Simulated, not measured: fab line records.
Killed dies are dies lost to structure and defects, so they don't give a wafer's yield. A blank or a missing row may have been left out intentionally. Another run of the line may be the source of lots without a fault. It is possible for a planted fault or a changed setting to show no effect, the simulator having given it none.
fab line records + flow sky130
record
- lots=6
- wafers=18
- last-day=50
route steps=708 shown SPACER@306 POLY_CUT@307 PAD_OPEN@708
lots that met no fault: from a run of the same line without faults
start-h: hours from the record's opening day to when the first of the lot's shown wafers began + wait-h: hours elapsed since this lot's preceding step + " same as the row above + L1.1+2: one row covering several wafers at once + - either no value or no given start + * or withheld: withheld + < > ~ a bound
route shown NAME@n: names a module that has steps shown in the file, with the first one's number in the route + usual: average and standard deviation across the fault-free wafers + same: alike in all rows + chamber/n: place in a boat + sites: each site's reading + _std_site: the standard deviation of these + _edge_site: inner sites' mean taken away from outer sites' mean + radius-mm: how far each site lies from the wafer's centre + mask NAME#n: copy n + behind: the last tool/chamber to shape the wafer + hold: what put the lot on hold/how long, in hours/how the hold closed + device: the n, p or np transistor that did not switch + end of line: the tests these same wafers got at the end of their route + a step without rows: its recipe alone + killed: not the wafer's yield, but the dies lost to structure and defects at the first sort + map: per-die view of a wafer (x killed, . not killed, _ where there is no die)
set.NAME: the setting that was run; set.NAME@STEP: the one run at that earlier step + model.NAME: the simulator's own value behind a step, which no gauge read
certain route steps with their lots: each step a table, each wafer a row
services: the hour from which a tool's chamber was out of use, counted from the record's first day as start-h (under 0 if before that day), plus the number of hours and why
## steps
# step SKY_SPACER_ETCHBACK_02
# recipe
- chemistry=CH3F/O2
- target=Si3N4
- stop-on=SiO2
- source-w=400
- bias-w=80
- pressure-mtorr=25
- ch3f-flow-sccm=40
- O2_flow_sccm=30
- time-s=46.7
- target-depth-a=450
# usual
- O2_flow_sccm=30.01/0.083
- drypump-motor-current-A=5.8/0.37
- oes-product-au=0.855/0.0075
- throttle-valve-pct=10.562/0.0096
| lot.wafer | tool        | chamber | start-h | wait-h | O2_flow_sccm | drypump-motor-current-A | oes-product-au | rf-hours-counter-h | throttle-valve-pct |
|-----------|-------------|---------|---------|--------|--------------|-------------------------|----------------|--------------------|--------------------|
| L599.2    | rie-diel-01 | 0       | 529.17  | 0.0    | 30.09        | 5.4                     | 0.864          | 71                 | 10.551             |
| L599.3    | "           | 2       | "       | "      | 29.98        | 6.0                     | 0.874          | 1                  | 10.572             |
| L599.5    | "           | 0       | "       | "      | 30.05        | 5.4                     | 0.867          | -                  | 10.554             |
| L601.2    | rie-diel-01 | 3       | 554.45  | 0.0    | 29.85        | 5.4                     | 0.857          | 1                  | 10.557             |
| L601.3    | "           | 1       | "       | "      | 30.13        | 5.7                     | 0.860          | 8                  | 10.578             |
| L601.4    | "           | 2       | "       | "      | 29.98        | 6.0                     | 0.844          | 1                  | 10.563             |
| L613.2    | rie-diel-04 | 3       | 668.21  | 0.0    | 30.11        | 5.6                     | 0.853          | 55                 | 10.565             |
| L613.4    | "           | 2       | "       | "      | 30.04        | 5.9                     | 0.875          | 14                 | 10.551             |
| L613.6    | "           | 1       | "       | "      | 30.00        | 5.4                     | 0.865          | -                  | 10.549             |
| L614.1    | rie-diel-01 | 3       | 672.11  | 0.1    | 30.01        | 5.4                     | 0.839          | 4                  | 10.549             |
| L614.2    | "           | 0       | "       | "      | 29.94        | 5.5                     | 0.861          | 1                  | 10.557             |
| L614.4    | "           | 3       | "       | "      | 30.00        | 5.4                     | 0.855          | -                  | 10.561             |
| L619.1    | rie-diel-04 | 1       | 700.57  | 0.1    | 30.09        | 5.4                     | 0.856          | 7                  | 10.549             |
| L619.3    | "           | 2       | "       | "      | 30.09        | 5.9                     | 0.849          | 15                 | 10.578             |
| L619.6    | "           | 3       | "       | "      | 30.07        | 5.6                     | 0.852          | -                  | 10.572             |
| L618.2    | rie-diel-04 | 0       | 702.83  | 0.0    | 30.04        | 6.3                     | 0.857          | 3                  | 10.562             |
| L618.5    | "           | 1       | "       | "      | 30.01        | 5.4                     | 0.847          | -                  | 10.555             |
| L618.6    | "           | 0       | "       | "      | 30.12        | 6.3                     | 0.852          | -                  | 10.584             |
# step SKY_POLY_CUT_DEHYDRATE_00
# recipe
- temp-c=200
- time-s=60
# step SKY_POLY_CUT_HMDS_01
# recipe
- prime-time-s=60
- prime-temp-c=120
# step SKY_POLY_CUT_COAT_02
# recipe
- resist=BARC
- temp-c=withheld
- time-s=withheld
- spin-rpm=3000
- resist-thk-nm=60
# step SKY_POLY_CUT_COAT_03
# recipe
- resist=KrF-thick
- spin-rpm=3000
- resist-thk-nm=450
# step SKY_POLY_CUT_SOFTBAKE_04
# recipe
- temp-c=100
- time-s=90
- resist=KrF-thick
# step SKY_POLY_CUT_EXPOSE_05
# recipe
- mask-id=NPCM
- na=0.8
- source-shape=annular
- sigma-inner=0.55
- sigma-outer=0.85
- target-cd-nm=270
- dose-mj=32
# step SKY_POLY_CUT_PEB_06
# recipe
- peb-temp-c=withheld
- peb-time-s=withheld
- resist=KrF-thick
# step SKY_POLY_CUT_DEVELOP_07
# recipe
- develop-time-s=60
- resist=KrF-thick
- dev-temp-c=21
# step SKY_POLY_CUT_CD_MEAS_08
# recipe
- target-cd-nm=270
# usual
- cd-nm=269.8/1.4
| lot.wafer | tool      | chamber | start-h | wait-h | cd-nm |
|-----------|-----------|---------|---------|--------|-------|
| L599.2    | cd-sem-01 | -       | 559.11  | -      | 270.2 |
| L599.3    | "         | -       | "       | "      | 270.5 |
| L599.5    | "         | -       | "       | "      | 271.5 |
| L601.2    | cd-sem-02 | -       | 584.01  | -      | 266.3 |
| L601.3    | "         | -       | "       | "      | 267.8 |
| L601.4    | "         | -       | "       | "      | 268.1 |
| L613.2    | cd-sem-02 | -       | 697.01  | -      | 268.3 |
| L613.4    | "         | -       | "       | "      | 268.5 |
| L613.6    | "         | -       | "       | "      | 268.7 |
| L614.1    | cd-sem-01 | -       | 700.06  | -      | 266.4 |
| L614.2    | "         | -       | "       | "      | 268.7 |
| L614.4    | "         | -       | "       | "      | 268.1 |
| L619.1    | cd-sem-02 | -       | 727.45  | -      | 269.7 |
| L619.3    | "         | -       | "       | "      | 270.2 |
| L619.6    | "         | -       | "       | "      | 270.5 |
| L618.2    | cd-sem-02 | -       | 730.17  | -      | 270.4 |
| L618.5    | "         | -       | "       | "      | 271.2 |
| L618.6    | "         | -       | "       | "      | 270.4 |
# step SKY_POLY_CUT_OVL_MEAS_09
# usual
- POLY_CUT_OVL=7/4.7
| lot.wafer | tool       | chamber | start-h | wait-h | POLY_CUT_OVL[nm] |
|-----------|------------|---------|---------|--------|------------------|
| L599.2    | overlay-01 | -       | 559.22  | 0.1    | 5                |
| L599.3    | "          | -       | "       | "      | 7                |
| L599.5    | "          | -       | "       | "      | 7                |
| L601.2    | overlay-01 | -       | 584.12  | 0.1    | 10               |
| L601.3    | "          | -       | "       | "      | 9                |
| L601.4    | "          | -       | "       | "      | 12               |
| L613.2    | overlay-01 | -       | 697.12  | 0.1    | 9                |
| L613.4    | "          | -       | "       | "      | 8                |
| L613.6    | "          | -       | "       | "      | 5                |
| L614.1    | overlay-01 | -       | 700.18  | 0.1    | 0                |
| L614.2    | "          | -       | "       | "      | 4                |
| L614.4    | "          | -       | "       | "      | -6               |
| L619.1    | overlay-02 | -       | 727.57  | 0.1    | 5                |
| L619.3    | "          | -       | "       | "      | 8                |
| L619.6    | "          | -       | "       | "      | 9                |
| L618.2    | overlay-02 | -       | 730.27  | 0.1    | -3               |
| L618.5    | "          | -       | "       | "      | 10               |
| L618.6    | "          | -       | "       | "      | 10               |
# step SKY_POLY_CUT_ETCH_10
# recipe
- chemistry=N2/H2
- target=BARC
- ion-energy-ev=200
- source-w=500
- bias-w=100
- pressure-mtorr=30
- n2-flow-sccm=100
- h2-flow-sccm=200
- stop-on=SiO2
- time-s=45.9
- target-depth-a=600
# usual
- drypump-motor-current-A=5.70/0.3
- oes-product-au=0.855/0.0045
- throttle-valve-pct=13.224/0.01
| lot.wafer | tool        | chamber | start-h | wait-h | drypump-motor-current-A | oes-product-au | rf-hours-counter-h | throttle-valve-pct |
|-----------|-------------|---------|---------|--------|-------------------------|----------------|--------------------|--------------------|
| L599.2    | rie-diel-02 | 1       | 559.25  | 0.0    | 5.37                    | 0.856          | 7                  | 13.213             |
| L599.3    | "           | 0       | "       | "      | 5.96                    | 0.855          | 44                 | 13.216             |
| L599.5    | "           | 1       | "       | "      | 5.38                    | 0.856          | -                  | 13.232             |
| L601.2    | rie-diel-01 | 2       | 584.15  | 0.0    | 5.97                    | 0.862          | 2                  | 13.213             |
| L601.3    | "           | 3       | "       | "      | 5.41                    | 0.857          | 2                  | 13.230             |
| L601.4    | "           | 0       | "       | "      | 5.46                    | 0.854          | 72                 | 13.226             |
| L613.2    | rie-diel-02 | 2       | 697.15  | 0.0    | 5.17                    | 0.866          | 6                  | 13.221             |
| L613.4    | "           | 3       | "       | "      | 5.64                    | 0.854          | 7                  | 13.222             |
| L613.6    | "           | 3       | "       | "      | 5.62                    | 0.858          | -                  | 13.220             |
| L614.1    | rie-diel-02 | 0       | 700.22  | 0.0    | 5.98                    | 0.864          | 47                 | 13.229             |
| L614.2    | "           | 3       | "       | "      | 5.63                    | 0.853          | 7                  | 13.216             |
| L614.4    | "           | 1       | "       | "      | 5.38                    | 0.849          | 10                 | 13.243             |
| L619.1    | rie-diel-04 | 1       | 727.60  | 0.0    | 5.40                    | 0.857          | 8                  | 13.216             |
| L619.3    | "           | 3       | "       | "      | 5.63                    | 0.852          | 0                  | 13.215             |
| L619.6    | "           | 0       | "       | "      | 6.32                    | 0.861          | -                  | 13.221             |
| L618.2    | rie-diel-01 | 0       | 730.30  | 0.0    | 5.48                    | 0.842          | 2                  | 13.206             |
| L618.5    | "           | 1       | "       | "      | 5.76                    | 0.848          | -                  | 13.233             |
| L618.6    | "           | 2       | "       | "      | 5.92                    | 0.860          | -                  | 13.222             |
# step SKY_POLY_CUT_ETCH_11
# recipe
- target=Si3N4
- chemistry=CF4/CH2F2/Ar
- stop-on=poly-Si
- source-w=612.8
- bias-w=150
- pressure-mtorr=40
- cf4-flow-sccm=40
- ch2f2-flow-sccm=20
- Ar_flow_sccm=150
- time-s=42.5
- target-depth-a=600
# usual
- ch2f2-flow-sccm=20.00/0.059
- drypump-motor-current-A=5.70/0.3
- oes-product-au=0.829/0.0069
- throttle-valve-pct=14.995/0.009
| lot.wafer | tool        | chamber | start-h | wait-h | ch2f2-flow-sccm | drypump-motor-current-A | oes-product-au | rf-hours-counter-h | throttle-valve-pct | model.POLY_CUT.feature-depth-nm | model.etch.depth-nm |
|-----------|-------------|---------|---------|--------|-----------------|-------------------------|----------------|--------------------|--------------------|---------------------------------|---------------------|
| L599.2    | rie-diel-02 | 1       | 559.29  | 0.0    | 19.95           | 5.38                    | 0.821          | 7                  | 14.999             | 61.02                           | 60.9                |
| L599.3    | "           | 0       | "       | "      | 20.09           | 5.96                    | 0.820          | 44                 | 14.989             | 60.73                           | 60.61               |
| L599.5    | "           | 1       | "       | "      | 19.99           | 5.39                    | 0.823          | -                  | 14.987             | 61.24                           | 61.13               |
| L601.2    | rie-diel-01 | 2       | 584.19  | 0.0    | 19.98           | 5.98                    | 0.835          | 2                  | 14.996             | 62.11                           | 62                  |
| L601.3    | "           | 3       | "       | "      | 20.01           | 5.37                    | 0.829          | 2                  | 14.988             | 61.75                           | 61.63               |
| L601.4    | "           | 0       | "       | "      | 19.94           | 5.44                    | 0.828          | 72                 | 14.998             | 61.62                           | 61.51               |
| L613.2    | rie-diel-02 | 2       | 697.19  | 0.0    | 20.03           | 5.19                    | 0.728          | 6                  | 14.987             | 47.81                           | 47.81               |
| L613.4    | "           | 3       | "       | "      | 20.02           | 5.61                    | 0.727          | 7                  | 14.995             | 49.18                           | 49.18               |
| L613.6    | "           | 3       | "       | "      | 20.03           | 5.64                    | 0.737          | -                  | 14.995             | 49.59                           | 49.59               |
| L614.1    | rie-diel-02 | 0       | 700.26  | 0.0    | 19.90           | 5.99                    | 0.742          | 47                 | 14.992             | 50.41                           | 50.41               |
| L614.2    | "           | 3       | "       | "      | 19.94           | 5.64                    | 0.744          | 7                  | 14.990             | 49.86                           | 49.86               |
| L614.4    | "           | 1       | "       | "      | 19.96           | 5.37                    | 0.747          | 10                 | 14.986             | 50.75                           | 50.75               |
| L619.1    | rie-diel-04 | 1       | 727.64  | 0.0    | 19.94           | 5.40                    | 0.832          | 8                  | 14.997             | 62.25                           | 62.14               |
| L619.3    | "           | 3       | "       | "      | 19.97           | 5.64                    | 0.835          | 0                  | 14.984             | 62.72                           | 62.6                |
| L619.6    | "           | 0       | "       | "      | 19.87           | 6.34                    | 0.831          | -                  | 14.998             | 62.15                           | 62.04               |
| L618.2    | rie-diel-01 | 0       | 730.34  | 0.0    | 19.98           | 5.48                    | 0.837          | 2                  | 15.008             | 62.97                           | 62.86               |
| L618.5    | "           | 1       | "       | "      | 20.00           | 5.74                    | 0.832          | -                  | 15.006             | 62.91                           | 62.8                |
| L618.6    | "           | 2       | "       | "      | 20.08           | 5.94                    | 0.839          | -                  | 14.991             | 63.18                           | 63.07               |
# step SKY_POLY_CUT_STRIP_12
# recipe
- chemistry=O2/N2
- power-w=1400
- pressure-mtorr=1500
- platen-temp-c=withheld
- o2-flow-sccm=3000
- n2-flow-sccm=300
- overash-fraction=0.5
# usual
- drypump-motor-current-A=5.9/0.34
- oes-product-au=0.452/0.0046
- strip-time-to-endpoint-s=5.356/0.017
| lot.wafer | tool            | chamber | start-h | wait-h | drypump-motor-current-A | oes-product-au | rf-hours-counter-h | strip-time-to-endpoint-s |
|-----------|-----------------|---------|---------|--------|-------------------------|----------------|--------------------|--------------------------|
| L599.2    | plasma-asher-02 | 0       | 559.33  | 0.0    | 6.0                     | 0.446          | 13                 | 5.358                    |
| L599.3    | "               | 1       | "       | "      | 5.6                     | 0.449          | -                  | 5.369                    |
| L599.5    | "               | 1       | "       | "      | 5.6                     | 0.452          | -                  | 5.336                    |
| L601.2    | plasma-asher-02 | 1       | 584.23  | 0.0    | 5.6                     | 0.450          | 16                 | 5.343                    |
| L601.3    | "               | 0       | "       | "      | 6.1                     | 0.462          | -                  | 5.358                    |
| L601.4    | "               | 1       | "       | "      | 5.6                     | 0.452          | -                  | 5.357                    |
| L613.2    | plasma-asher-02 | 1       | 697.23  | 0.0    | 5.6                     | 0.455          | 26                 | 5.388                    |
| L613.4    | "               | 1       | "       | "      | 5.6                     | 0.453          | -                  | 5.375                    |
| L613.6    | "               | 1       | "       | "      | 5.6                     | 0.452          | -                  | 5.377                    |
| L614.1    | plasma-asher-02 | 1       | 700.30  | 0.0    | 5.6                     | 0.450          | 27                 | 5.351                    |
| L614.2    | "               | 0       | "       | "      | 6.0                     | 0.449          | 27                 | 5.360                    |
| L614.4    | "               | 0       | "       | "      | 6.1                     | 0.452          | -                  | 5.352                    |
| L619.1    | plasma-asher-03 | 0       | 727.68  | 0.0    | 5.5                     | 0.462          | 96                 | 5.346                    |
| L619.3    | "               | 0       | "       | "      | 5.6                     | 0.461          | -                  | 5.353                    |
| L619.6    | "               | 0       | "       | "      | 5.5                     | 0.457          | -                  | 5.370                    |
| L618.2    | plasma-asher-02 | 0       | 730.38  | 0.0    | 6.0                     | 0.451          | 30                 | 5.347                    |
| L618.5    | "               | 1       | "       | "      | 5.6                     | 0.458          | -                  | 5.321                    |
| L618.6    | "               | 0       | "       | "      | 6.0                     | 0.452          | -                  | 5.348                    |
# step SKY_PAD_OPEN_PROBE_99
# usual
- killed_at_M0_to_M3=44/7.2
- killed_at_M4_up=3.1/1.8
- killed-at-contacts=25/5.2
- killed-at-front-end=15/3.9
- killed-at-other=0.2/0.5
- killed-dies=86/9.5
- killed-open=47/7.3
- killed-short=40/6
# same
- gross-dies=492
- killed-at-back-side=0
| lot.wafer | tool      | chamber | start-h | wait-h | killed_at_M0_to_M3 | killed_at_M4_up | killed-at-contacts | killed-at-front-end | killed-at-other | killed-dies | killed-open | killed-short |
|-----------|-----------|---------|---------|--------|--------------------|-----------------|--------------------|---------------------|-----------------|-------------|-------------|--------------|
| L613.2    | prober-02 | -       | 1168.33 | 0.1    | 47                 | 1               | 25                 | 419                 | 0               | 492         | 47          | 35           |
| L613.4    | prober-02 | -       | 1168.43 | 0.2    | 42                 | 4               | 27                 | 419                 | 0               | 492         | 56          | 41           |
| L613.6    | prober-02 | -       | 1168.53 | 0.2    | 39                 | 3               | 29                 | 421                 | 0               | 492         | 43          | 44           |
| L614.1    | prober-01 | -       | 1172.97 | 0.1    | 38                 | 1               | 26                 | 426                 | 1               | 492         | 44          | 36           |
| L614.4    | prober-01 | -       | 1173.12 | 0.2    | 43                 | 2               | 28                 | 419                 | 0               | 492         | 57          | 32           |
# killed by level:class
L613.2 POLY_CUT:area-etch=410 VIA3:geometric-particle:open=10 CONTACT:geometric-particle:open=9 VIA1:geometric-particle:open=6 METAL1:geometric-particle:short=6 LOCAL_INTERCONNECT:geometric-particle:short=5 METAL2:geometric-particle:short=5 VIA2:geometric-particle:open=5
L613.4 POLY_CUT:area-etch=395 CONTACT:geometric-particle:open=13 VIA1:geometric-particle:open=9 POLY_GATE:geometric-particle:open=9 VIA3:geometric-particle:open=7 FIELD_ISO:geometric-particle:short=6 VIA2:geometric-particle:open=6 METAL2:geometric-particle:short=5
L613.6 POLY_CUT:area-etch=405 CONTACT:geometric-particle:open=10 VIA1:geometric-particle:open=8 METAL2:geometric-particle:short=8 FIELD_ISO:geometric-particle:open=6 LI_CONTACT:geometric-particle:open=6 VIA1:geometric-particle:short=6 FIELD_ISO:geometric-particle:short=5
L614.1 POLY_CUT:area-etch=412 VIA1:geometric-particle:open=9 CONTACT:geometric-particle:open=8 FIELD_ISO:geometric-particle:open=7 VIA2:geometric-particle:open=7 LOCAL_INTERCONNECT:geometric-particle:short=6 CONTACT:geometric-particle:short=5 METAL1:geometric-particle:short=5
L614.4 POLY_CUT:area-etch=403 CONTACT:geometric-particle:open=14 VIA1:geometric-particle:open=14 VIA2:geometric-particle:open=8 CONTACT:geometric-particle:short=7 VIA3:geometric-particle:open=6 METAL2:geometric-particle:short=5 POLY_GATE:geometric-particle:open=4
## services
| tool            | chamber | start-h | hours | kind           |
|-----------------|---------|---------|-------|----------------|
| plasma-asher-03 | -       | 532.98  | 18.7  | pm             |
| plasma-asher-03 | -       | 554.10  | 15.6  | pm             |
| rie-diel-04     | 0       | 578.15  | -     | clean          |
| rie-diel-04     | 0       | 578.15  | 22.0  | scheduled-down |
| rie-diel-04     | 0       | 578.15  | 22.0  | vent-cycle     |
| rie-diel-01     | 0       | 588.44  | -     | clean          |
| rie-diel-01     | 0       | 588.44  | 26.9  | scheduled-down |
| rie-diel-01     | 0       | 588.44  | 26.9  | vent-cycle     |
| plasma-asher-02 | -       | 597.75  | 2.9   | repair         |
| rie-diel-02     | -       | 600.12  | 2.8   | pm             |
| rie-diel-02     | 0       | 635.52  | 4.0   | repair         |
| rie-diel-02     | -       | 642.81  | 1.0   | repair         |
| rie-diel-01     | 2       | 664.67  | 3.1   | repair         |
| rie-diel-02     | 1       | 668.22  | 2.1   | repair         |
| rie-diel-01     | 2       | 670.30  | 10.7  | repair         |
| plasma-asher-03 | -       | 686.90  | 0.9   | repair         |
| plasma-asher-02 | -       | 691.95  | 2.8   | pm             |
| rie-diel-04     | 3       | 701.74  | -     | clean          |
| rie-diel-04     | 3       | 701.74  | 20.2  | scheduled-down |
| rie-diel-04     | 3       | 701.74  | 20.2  | vent-cycle     |
## key
first-sign
- step=SKY_POLY_CUT_ETCH_11
- reading=oes-product-au
- direction=down
- sigmas=13
- usual=0.829
- struck=0.738
effect
- step=SKY_PAD_OPEN_PROBE_99
- reading=killed-at-front-end
- direction=up
- sigmas=99+
- usual=15
- struck=421
model-effect
- step=SKY_POLY_CUT_ETCH_11
- value=POLY_CUT.feature-depth-nm
- without=61.62
- struck=49.6
more-kills-born-at
- SKY_POLY_CUT_ETCH_11@rie-diel-02=2025
met-at SKY_POLY_CUT_ETCH_11
struck-wafers L613.2,L613.4,L613.6,L614.1,L614.2,L614.4
later-rows-left-out L613.2,L613.4,L613.6,L614.1,L614.4
tester-left-out L613,L614
onset-between 559.29 697.19
fault
- kind=process-parameter-drift
- tool=rie-diel-02
- chamber=-
- onset-h=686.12
- steps=SKY_POLY_CUT_ETCH_11
- channel=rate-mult
- offset=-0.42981
- shape=step
- end-h=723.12
# tester-left-out: of these lots the tester's yield and bins aren't shown, on N5 and GAA mostly nor the transistor test; their killed dies are dies lost to structure and defects alone, not to doping, threshold or leakage, so they don't give the yield
# later-rows-left-out: the simulator's readings of these wafers behind a module that went badly wrong aren't trusted and aren't shown, but for the sort
